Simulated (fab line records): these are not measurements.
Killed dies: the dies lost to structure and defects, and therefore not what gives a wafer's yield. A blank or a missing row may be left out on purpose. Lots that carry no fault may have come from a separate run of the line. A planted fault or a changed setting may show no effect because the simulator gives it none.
Comparing a struck lot with a sound one || flow sky130 || 16 steps out of a route of 708
Sound: these wafers, L958.1, L958.4, L958.6. Struck: wafers L951.1, L951.3, L951.4. The cause is given at the end.
Per side, at each step with rows, come the tool, then ch with its chambers, and then its first start. Under that, the readings that differ: sound wafers || struck wafers || difference of the means || sigmas: that difference in standard deviations of wafers without a fault.
alike: same words and numbers on both sides, and readings whose means sit less than 2 such deviations apart. not compared: any withheld reading, any reading some wafer has no value for, any bound like >300 that may hide the same value, and any number with overlapping values for which the record gives no deviation.
The two part at a step that has a row with sigmas, a row that says differs or no value, or rows on one side only. Numbers that don't overlap but have no deviation are shown without sigmas and don't part them. Lack of a reading on every wafer of one side parts them only where that side has two or more wafers.

SKY_VIA3_CMP_02: polishes SiO2.
  sound on cmp-01 ch 0,1,3, day 44 06:25; struck on cmp-01 ch 0,1,3, day 42 09:56
  alike: motorCurrentA
SKY_VIA3_BOW_MEAS_03:
  sound on filmMetro-03, day 44 06:40; struck on filmMetro-02, day 42 10:11
  alike: VIA3_BOW
then, 8 steps without rows for these wafers: SKY_VIA3_DEHYDRATE_04 (time 60 s); SKY_VIA3_HMDS_05 (prime time 60 s); SKY_VIA3_COAT_06 (resist thk 60 nm); SKY_VIA3_COAT_07 (resist thk 450 nm); SKY_VIA3_SOFTBAKE_08 (time 90 s); SKY_VIA3_EXPOSE_09 (exposes mask VIM3, target cd 200 nm); SKY_VIA3_PEB_10; SKY_VIA3_DEVELOP_11 (develop time 60 s).
SKY_VIA3_CD_MEAS_12: the cd target is 200 nm.
  sound on cdSem-02, day 45 04:38; struck on cdSem-02, day 43 09:26
  alike: cdNm
SKY_VIA3_OVL_MEAS_13:
  sound on overlay-01, day 45 04:46; struck on overlay-01, day 43 09:34
  alike: VIA3_OVL
SKY_VIA3_ETCH_14: etches BARC in N2/H2, stops on SiO2, time 45.9 s, target depth 60 nm.
  sound on rieDiel-04 ch 1,2,3, day 45 04:47; struck on rieDiel-01 ch 0,1,3, day 43 09:36
  no value came back on the struck wafers for any of 5 readings (biasW (W), chamberPressureMTorr (mTorr) and others); on the sound wafers biasW (W) reads 99.9 99.8 99.7
{"reading": "model.KrF-thick_of_VIA3_COAT_07.thkNm (nm)", "sound": "391.8 393.2 393.7", "struck": "436.5 437 436.7", "difference": "+43.8", "sigmas": ""}
  not compared: rfHoursCounterH
SKY_VIA3_ETCH_15: etches SiO2 in C4F8/O2/Ar, stops on TiN, target depth 507 nm, time 78 s.
  sound on rieDiel-04 ch 1,2,3, day 45 04:50; struck on rieDiel-01 ch 0,1,3, day 43 09:38
{"reading": "oesProductAu (a.u.)", "sound": "0.948 0.943 0.946", "struck": "0.373 0.375 0.369", "difference": -0.573, "sigmas": "-99 or more"}
{"reading": "model.KrF-thick_of_VIA3_COAT_07.thkNm (nm)", "sound": "288.3 289.5 290.9", "struck": "332.3 334 334.6", "difference": "+44.1", "sigmas": ""}
  alike: biasW, chamberPressureMTorr
  not compared: rfHoursCounterH
SKY_VIA3_STRIP_16: strips in O2/N2.
  sound on plasmaAsher-03 ch 0, day 45 04:54; struck on plasmaAsher-03 ch 0,1, day 43 09:42
{"reading": "oesProductAu (a.u.)", "sound": "0.399 0.396 0.407", "struck": "0.412 0.417 0.427", "difference": "+0.018", "sigmas": "+4"}
{"reading": "stripTimeToEndpointS (s)", "sound": "4.101 4.105 4.135", "struck": "4.555 4.573 4.583", "difference": "+0.457", "sigmas": "+19"}
  alike: drypumpMotorCurrentA
  not compared: rfHoursCounterH
then, 1 step without rows for these wafers: SKY_VIA3_STRIP_17 (strips in post etch residue remover, time 1200 s).

== WHERE THEY PART ==
At SKY_VIA3_ETCH_14 first; at SKY_VIA3_STRIP_16 last (within this record only).

WHY: what had been put in by the simulator
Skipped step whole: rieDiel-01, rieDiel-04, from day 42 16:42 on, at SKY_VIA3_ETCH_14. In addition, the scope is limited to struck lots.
